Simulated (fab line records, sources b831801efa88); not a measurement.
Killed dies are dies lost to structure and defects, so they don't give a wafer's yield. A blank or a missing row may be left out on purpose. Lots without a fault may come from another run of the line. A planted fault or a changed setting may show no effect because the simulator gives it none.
fab line records | flow sfq_line
record lots=7 wafers=21 last_day=86
route steps=325 shown M4@159 I4@163
lots that met no fault: from a run of the same line without faults
start_h: hours from the record's first day to the start of the lot's first wafer shown | wait_h: hours since the lot's step before | " the same as in the row above | L1.1+2: a row that stands for several wafers | - no value, or no start given | * or withheld: withheld | < > ~ a bound
route shown NAME@n: a module of which the file shows steps, and the number in the route of the first | usual: mean/standard deviation of fault-free wafers | same: alike in all rows | chamber/n: place in a boat | sites: the reading at each site | _std_site: their standard deviation | _edge_site: outer sites' mean less inner sites' | radius_mm: how far each site lies from the wafer's centre | mask NAME#n: copy n | behind: the tool/chamber that last shaped the wafer | hold: why the lot was held/for how many hours/how that ended | device: the transistor (n, p or np) that didn't switch | end of line: the same wafers' tests at the end of the route | a step without rows: its recipe alone | killed: dies lost to structure and defects at the first sort, not the wafer's yield | map: a wafer's dies, x killed, . not, _ none there
set.NAME: the setting as run; set.NAME@STEP: as run at that earlier step | model.NAME: the simulator's own value behind a step, which no gauge read
lots at some steps of the route; a table a step, a row a wafer
services: from which hour (start_h, from the record's first day; less than 0 if before it) a tool's chamber was out of use, for how many hours, and why
## steps
# step SFQ_TRILAYER_M4_BARC_OPEN_METAL_ETCH_123
# recipe mask_material=PR chemistry=O2 target_depth_nm=125 target=BARC icp_w=600 bias_w=80 pressure_mtorr=10 time_s=41.7
# usual drypump_motor_current_A=5.51/0.18 oes_product_au=0.685/0.0049
# same time_s=41.7
# columns lot.wafer tool chamber start_h wait_h drypump_motor_current_A oes_product_au rf_hours_counter_h
L926.3 rie_metal-02 1 1061.77 0.0 5.84 0.692 -
L926.5 " 0 " " 5.21 0.685 -
L926.6 " 1 " " 5.83 0.683 -
L927.1 rie_metal-02 0 1073.52 0.0 5.21 0.689 37
L927.2 " 1 " " 5.82 0.681 22
L927.3 " 0 " " 5.21 0.690 -
L930.2 rie_metal-04 0 1103.52 0.0 5.56 0.686 122
L930.3 " 1 " " 5.55 0.678 -
L930.6 " 0 " " 5.57 0.677 -
L931.1 rie_metal-02 1 1113.12 0.0 5.82 0.686 24
L931.3 " 0 " " 5.20 0.684 -
L931.5 " 1 " " 5.84 0.691 -
L932.2 rie_metal-04 1 1114.32 0.0 5.59 0.685 50
L932.5 " 0 " " 5.57 0.674 -
L932.6 " 1 " " 5.58 0.683 -
L933.3 rie_metal-04 0 1126.34 0.0 5.58 0.687 -
L933.5 " 0 " " 5.59 0.690 -
L933.6 " 1 " " 5.54 0.680 -
L939.3 rie_metal-01 1 1180.39 0.0 5.58 0.680 -
L939.4 " 0 " " 5.44 0.677 -
L939.6 " 1 " " 5.59 0.685 -
# step SFQ_TRILAYER_M4_ETCH_METAL_ETCH_096
# recipe target=Nb stop_on=SiO2 mask_material=PR chemistry=Cl2/Ar target_depth_nm=240 icp_w=600 bias_w=80 pressure_mtorr=10 time_s=120
# usual drypump_motor_current_A=5.52/0.18 oes_product_au=0.895/0.0067
# same time_s=120
# columns lot.wafer tool chamber start_h wait_h drypump_motor_current_A oes_product_au rf_hours_counter_h
L926.3 rie_metal-02 1 1061.85 0.1 5.83 0.896 -
L926.5 " 0 " " 5.21 0.896 -
L926.6 " 1 " " 5.82 0.875 -
L927.1 rie_metal-02 0 1073.58 0.0 5.24 0.898 37
L927.2 " 1 " " 5.83 0.899 22
L927.3 " 0 " " 5.24 0.897 -
L930.2 rie_metal-04 0 1103.58 0.0 5.57 0.909 122
L930.3 " 1 " " 5.55 0.894 -
L930.6 " 0 " " 5.57 0.898 -
L931.1 rie_metal-02 1 1113.18 0.0 5.82 0.904 24
L931.3 " 0 " " 5.21 0.895 -
L931.5 " 1 " " 5.82 0.891 -
L932.2 rie_metal-04 1 1114.38 0.0 5.57 0.905 50
L932.5 " 0 " " 5.59 0.894 -
L932.6 " 1 " " 5.55 0.904 -
L933.3 rie_metal-04 0 1126.42 0.1 5.59 0.902 -
L933.5 " 0 " " 5.60 0.900 -
L933.6 " 1 " " 5.59 0.903 -
L939.3 rie_metal-01 1 1180.47 0.1 5.62 0.906 -
L939.4 " 0 " " 5.42 0.891 -
L939.6 " 1 " " 5.59 0.899 -
# step SFQ_TRILAYER_M4_STRIP_STRIP_097
# recipe gas=O2 power_w=200 platen_temp_c=40 overash_fraction=0.65 chemistry=O2 pressure_mtorr=50
# usual drypump_motor_current_A=5.52/0.18 oes_product_au=1.002/0.0085
# columns lot.wafer tool chamber start_h wait_h drypump_motor_current_A oes_product_au rf_hours_counter_h
L926.3 rie_metal-02 1 1062.13 0.2 5.83 0.999 -
L926.5 " 0 " " 5.22 1.005 -
L926.6 " 1 " " 5.81 1.014 -
L927.1 rie_metal-02 0 1073.70 0.1 5.21 1.003 37
L927.2 " 1 " " 5.82 1.001 23
L927.3 " 0 " " 5.22 0.998 -
L930.2 rie_metal-04 0 1103.70 0.1 5.56 1.009 122
L930.3 " 1 " " 5.59 1.005 -
L930.6 " 0 " " 5.59 1.013 -
L931.1 rie_metal-02 1 1113.30 0.1 5.84 1.006 24
L931.3 " 0 " " 5.21 1.015 -
L931.5 " 1 " " 5.83 1.015 -
L932.2 rie_metal-04 1 1114.50 0.1 5.58 1.003 50
L932.5 " 0 " " 5.59 1.016 -
L932.6 " 1 " " 5.58 0.988 -
L933.3 rie_metal-04 0 1126.70 0.2 5.59 1.003 -
L933.5 " 0 " " 5.56 0.993 -
L933.6 " 1 " " 5.53 0.991 -
L939.3 rie_metal-01 1 1180.75 0.2 5.55 0.999 -
L939.4 " 0 " " 5.41 0.999 -
L939.6 " 1 " " 5.57 1.008 -
# step SFQ_TRILAYER_M4_STRIP_SOLV_CLEAN_098
# recipe chemistry=NMP temp_c=70 time_s=600
# step SFQ_TRILAYER_I4_DEP_PECVD_099
# recipe material=SiO2 temp_c=150 time_s=111.11 pressure_torr=2.4 rf_w=183.3 precursor=SiH4/N2O target_thk_nm=500
# step SFQ_TRILAYER_I4_CMP_CMP_100
# recipe material=SiO2 down_force_psi=3 platen_rpm=60 pad_velocity_m_s=0.94248
# usual motor_current_A=10.2/0.79 platen_rpm=60.00/0.045 retaining_ring_pressure_frac=0.999/0.0052 time_to_endpoint_s=217/6.8
# columns lot.wafer tool chamber start_h wait_h motor_current_A platen_rpm retaining_ring_pressure_frac time_to_endpoint_s
L926.3 cmp-01 2 1063.78 1.0 10.7 60.00 1.002 207
L926.5 " 0 1064.78 2.0 9.2 60.04 0.999 221
L926.6 " 1 " " 10.4 60.07 0.994 220
L927.3 cmp-01 0 1081.82 7.3 9.0 59.99 1.000 217
L927.2 " 1 " " 10.6 59.98 0.990 222
L927.1 " 2 " " 10.9 60.01 0.997 217
L930.2 cmp-01 2 1120.84 16.3 10.2 60.00 0.995 203
L930.3 " 0 1121.84 17.3 8.9 60.05 1.002 212
L930.6 " 1 " " 10.9 60.01 1.006 227
L931.3 cmp-02 0 1133.08 19.0 9.9 60.02 1.006 219
L931.1 " 1 " " 10.0 60.00 0.994 220
L931.5 " 0 1135.08 20.9 9.5 60.03 1.004 224
L932.2 cmp-02 0 1136.58 21.3 9.6 60.03 0.994 218
L932.6 " 3 1138.08 22.7 11.4 59.99 0.992 226
L932.5 " 0 " " 9.5 59.97 0.996 221
L933.3 cmp-02 2 1149.58 22.3 9.5 59.97 1.005 215
L933.6 " 3 " " 11.3 60.02 0.995 223
L933.5 " 0 " " 9.6 59.97 1.009 223
L939.4 cmp-01 3 1208.50 27.1 10.1 60.00 0.989 211
L939.3 " 1 1209.50 28.1 10.9 60.03 0.996 225
L939.6 " 2 " " 10.5 59.97 1.002 217
# step SFQ_I4_BOW_MEAS_927
# recipe mode=bow
# usual I4_BOW=3/7
# columns lot.wafer tool chamber start_h wait_h I4_BOW[um]
L926.3 film_metro-02 - 1065.82 1.5 8
L926.5 " - " " 13
L926.6 " - " " -5
L927.1 film_metro-01 - 1084.32 1.0 15
L927.2 " - " " 21
L927.3 " - " " 6
L930.2 film_metro-02 - 1123.36 2.0 11
L930.3 " - " " 0
L930.6 " - " " 12
L931.1 film_metro-01 - 1136.08 2.0 -1
L931.3 " - " " 6
L931.5 " - " " -1
L932.2 film_metro-03 - 1139.10 2.0 6
L932.5 " - " " 6
L932.6 " - " " -6
L933.3 film_metro-02 - 1151.12 1.0 -2
L933.5 " - " " 3
L933.6 " - " " 2
L939.3 film_metro-02 - 1211.04 1.0 -13
L939.4 " - " " 6
L939.6 " - " " -1
# step SFQ_TRILAYER_I4_METRO_MEASURE_101
# usual thk_nm=200.2/1.1
# columns lot.wafer tool chamber start_h wait_h thk_nm
L926.3 film_metro-02 - 1066.30 0.5 200.6
L926.5 " - " " 200.8
L926.6 " - " " 202.5
L927.1 film_metro-01 - 1084.44 0.1 199.8
L927.2 " - " " 201.5
L927.3 " - " " 200.0
L930.2 film_metro-02 - 1123.66 0.3 201.2
L930.3 " - " " 200.6
L930.6 " - " " 203.2
L931.1 film_metro-01 - 1136.20 0.1 200.6
L931.3 " - " " 201.0
L931.5 " - " " 201.0
L932.2 film_metro-03 - 1139.40 0.3 198.7
L932.5 " - " " 199.0
L932.6 " - " " 200.2
L933.3 film_metro-02 - 1151.60 0.5 199.7
L933.5 " - " " 202.0
L933.6 " - " " 200.8
L939.3 film_metro-02 - 1211.52 0.5 201.5
L939.4 " - " " 198.6
L939.6 " - " " 199.4
# step SFQ_TRILAYER_I4_VIA_LITHO_COAT_108
# recipe resist=BARC spin_rpm=3000 resist_thk_nm=62
# step SFQ_TRILAYER_I4_VIA_LITHO_COAT_103
# recipe resist=KrF spin_rpm=3000 resist_thk_nm=650
# step SFQ_TRILAYER_I4_VIA_LITHO_SOFTBAKE_107
# recipe temp_c=withheld time_s=withheld resist=KrF
# step SFQ_TRILAYER_I4_VIA_LITHO_EXPOSE_104
# recipe mask_id=I4 na=0.6 source_shape=conventional sigma_outer=0.65 target_cd_nm=700 dose_mj=21.3
# step SFQ_TRILAYER_I4_VIA_LITHO_PEB_106
# recipe peb_temp_c=115 peb_time_s=60 resist=KrF
# usual heater_power_total_W=79.15/0.069 plate_temp_C=114.99/0.12
# columns lot.wafer tool chamber start_h wait_h heater_power_total_W plate_temp_C
L926.3 litho_track-03 0 1206.48 0.7 79.20 114.99
L926.5 " 0 " " 79.20 114.82
L926.6 " 0 " " 79.21 114.88
L927.1 litho_track-04 0 1232.56 1.0 79.16 114.96
L927.2 " 0 " " 79.30 115.12
L927.3 " 0 " " 79.06 115.08
L930.2 litho_track-04 0 1255.39 0.8 85.21 -
L930.3 " 0 " " 85.14 -
L930.6 " 0 " " 85.31 -
L931.1 litho_track-04 0 1263.82 1.0 85.24 -
L931.3 " 0 " " 85.02 -
L931.5 " 0 " " 85.03 -
L932.2 litho_track-04 0 1265.04 0.8 85.18 -
L932.5 " 0 " " 85.20 -
L932.6 " 0 " " 85.18 -
L933.3 litho_track-01 0 1279.47 0.7 79.15 114.90
L933.5 " 0 " " 79.21 115.11
L933.6 " 0 " " 79.19 115.06
L939.3 litho_track-01 0 1348.96 0.7 79.07 114.83
L939.4 " 0 " " 79.18 115.19
L939.6 " 0 " " 79.10 115.18
# step SFQ_TRILAYER_I4_VIA_LITHO_DEVELOP_105
# recipe time_s=60 resist=KrF
# step SFQ_I4_OVL_MEAS_928
# usual I4_OVL=1/5.9
# columns lot.wafer tool chamber start_h wait_h I4_OVL[nm]
L926.3 overlay-01 - 1206.75 0.1 12
L926.5 " - " " 5
L926.6 " - " " 10
L927.1 overlay-01 - 1232.86 0.1 1
L927.2 " - " " -4
L927.3 " - " " -5
L930.2 overlay-01 - 1255.67 0.1 1
L930.3 " - " " -2
L930.6 " - " " 7
L931.1 overlay-01 - 1264.12 0.1 -3
L931.3 " - " " -4
L931.5 " - " " -9
L932.2 overlay-02 - 1265.32 0.1 8
L932.5 " - " " -6
L932.6 " - " " 4
L933.3 overlay-01 - 1279.73 0.1 4
L933.5 " - " " 0
L933.6 " - " " -5
L939.3 overlay-02 - 1349.22 0.1 -1
L939.4 " - " " -2
L939.6 " - " " 6
# step SFQ_TRILAYER_I4_VIA_BARC_OPEN_VIA_ETCH_146
# recipe mask_material=PR chemistry=O2 target_depth_nm=125 target=BARC source_w=500 bias_w=80 pressure_mtorr=30 time_s=41.7
# usual drypump_motor_current_A=6.0/0.53 oes_product_au=0.685/0.0049
# same time_s=41.7
# columns lot.wafer tool chamber start_h wait_h drypump_motor_current_A oes_product_au rf_hours_counter_h model.I4.cd_nm
L926.3 rie_diel-02 1 1206.77 0.0 6.3 0.685 10 698.8
L926.5 " 3 " " 5.6 0.679 - 697.5
L926.6 " 2 " " 6.1 0.682 - 700.1
L927.1 rie_diel-02 0 1232.90 0.0 6.1 0.688 22 699.5
L927.2 " 2 " " 6.1 0.686 5 698.3
L927.3 " 3 " " 5.6 0.683 8 699.7
L930.2 rie_diel-02 3 1255.70 0.0 5.6 0.685 9 667.3
L930.3 " 1 " " 6.3 0.676 10 667.8
L930.6 " 0 " " 6.1 0.681 - 667.4
L931.1 rie_diel-04 3 1264.15 0.0 6.7 0.688 9 668.9
L931.3 " 2 " " 6.4 0.688 4 668.5
L931.5 " 3 " " 6.7 0.685 - 669.5
L932.2 rie_diel-03 1 1265.35 0.0 6.3 0.683 14 666.2
L932.5 " 3 " " 6.0 0.675 - 667.1
L932.6 " 0 " " 4.9 0.683 - 667.8
L933.3 rie_diel-03 0 1279.75 0.0 4.9 0.688 16 699.2
L933.5 " 1 " " 6.3 0.682 - 699.5
L933.6 " 0 " " 4.9 0.679 - 699.7
L939.3 rie_diel-02 1 1349.24 0.0 6.3 0.689 12 699.8
L939.4 " 3 " " 5.6 0.683 11 699.3
L939.6 " 2 " " 6.0 0.684 - 699.1
# step SFQ_TRILAYER_I4_VIA_ETCH_VIA_ETCH_106
# recipe target=SiO2 stop_on=Nb mask_material=PR taper_deg=20 chemistry=CHF3 target_depth_nm=260 source_w=500 bias_w=80 pressure_mtorr=30 time_s=withheld
# usual drypump_motor_current_A=6.0/0.52 oes_product_au=0.855/0.0051
# columns lot.wafer tool chamber start_h wait_h drypump_motor_current_A oes_product_au model.I4.cd_nm
L926.3 rie_diel-02 1 1206.81 0.0 6.3 0.857 697.1
L926.5 " 3 " " 5.6 0.861 696.7
L926.6 " 2 " " 6.0 0.854 702.4
L927.1 rie_diel-02 0 1232.94 0.0 6.1 0.866 698.2
L927.2 " 2 " " 6.0 0.858 701.8
L927.3 " 3 " " 5.6 0.863 702.1
L930.2 rie_diel-02 3 1255.74 0.0 5.6 0.853 669.2
L930.3 " 1 " " 6.3 0.855 665.2
L930.6 " 0 " " 6.1 0.858 664.5
L931.1 rie_diel-04 3 1264.19 0.0 6.7 0.855 666.7
L931.3 " 2 " " 6.5 0.861 668.4
L931.5 " 3 " " 6.7 0.851 668.2
L932.2 rie_diel-03 1 1265.39 0.0 6.4 0.854 665.2
L932.5 " 3 " " 6.1 0.857 669.5
L932.6 " 0 " " 4.9 0.859 666.2
L933.3 rie_diel-03 0 1279.79 0.0 4.9 0.853 697.5
L933.5 " 1 " " 6.3 0.862 698.1
L933.6 " 0 " " 4.9 0.862 698.7
L939.3 rie_diel-02 1 1349.28 0.0 6.3 0.866 699.6
L939.4 " 3 " " 5.6 0.847 700.5
L939.6 " 2 " " 6.0 0.847 701.9
# step SFQ_TRILAYER_I4_VIA_STRIP_STRIP_107
# recipe gas=O2 power_w=200 platen_temp_c=40 overash_fraction=0.65 chemistry=O2 pressure_mtorr=50
## services
# columns tool chamber start_h hours kind
rie_diel-03 2 1041.28 2.4 repair
cmp-01 - 1071.21 2.3 repair
cmp-01 - 1073.47 1.9 repair
rie_metal-02 1 1075.55 18.5 repair
rie_metal-02 - 1104.99 5.5 repair
rie_diel-02 0 1107.75 3.4 repair
rie_diel-03 - 1111.44 4.0 pm
rie_diel-02 2 1113.61 5.4 repair
rie_diel-03 2 1128.52 16.6 repair
film_metro-02 - 1130.25 0.7 pm
rie_diel-03 - 1134.17 0.7 repair
cmp-01 - 1134.32 2.8 repair
film_metro-02 - 1139.23 0.1 pm
cmp-01 - 1142.89 1.9 repair
rie_diel-03 3 1153.86 5.1 repair
film_metro-02 - 1186.43 0.2 pm
rie_metal-04 - 1196.91 1.4 pm
rie_diel-02 1 1210.00 6.5 repair
cmp-01 - 1211.15 0.8 repair
cmp-01 - 1225.02 6.5 repair
rie_metal-04 - 1272.89 1.6 repair
rie_metal-04 - 1274.75 0.5 repair
rie_diel-02 0 1291.56 1.2 repair
rie_metal-02 - 1298.99 0.2 repair
## key
first_sign step=SFQ_TRILAYER_I4_VIA_LITHO_PEB_106 reading=heater_power_total_W direction=up sigmas=88 usual=79.15 struck=85.17
effect none on later readings
model_effect step=SFQ_TRILAYER_I4_VIA_BARC_OPEN_VIA_ETCH_146 value=I4.cd_nm without=700.8 struck=667.8
model_effect step=SFQ_TRILAYER_I4_VIA_ETCH_VIA_ETCH_106 value=I4.cd_nm without=700 struck=667
met_at SFQ_TRILAYER_I4_VIA_LITHO_PEB_106
struck_wafers L930.2,L930.3,L930.6,L931.1,L931.3,L931.5,L932.2,L932.5,L932.6
onset_between 1232.56 1255.39
fault kind=process_parameter_drift tool=litho_track-04 chamber=- onset_h=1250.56 steps=SFQ_TRILAYER_I4_VIA_LITHO_PEB_106 channel=peb_time_s offset=* shape=step end_h=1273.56 acts_in=* stated=*
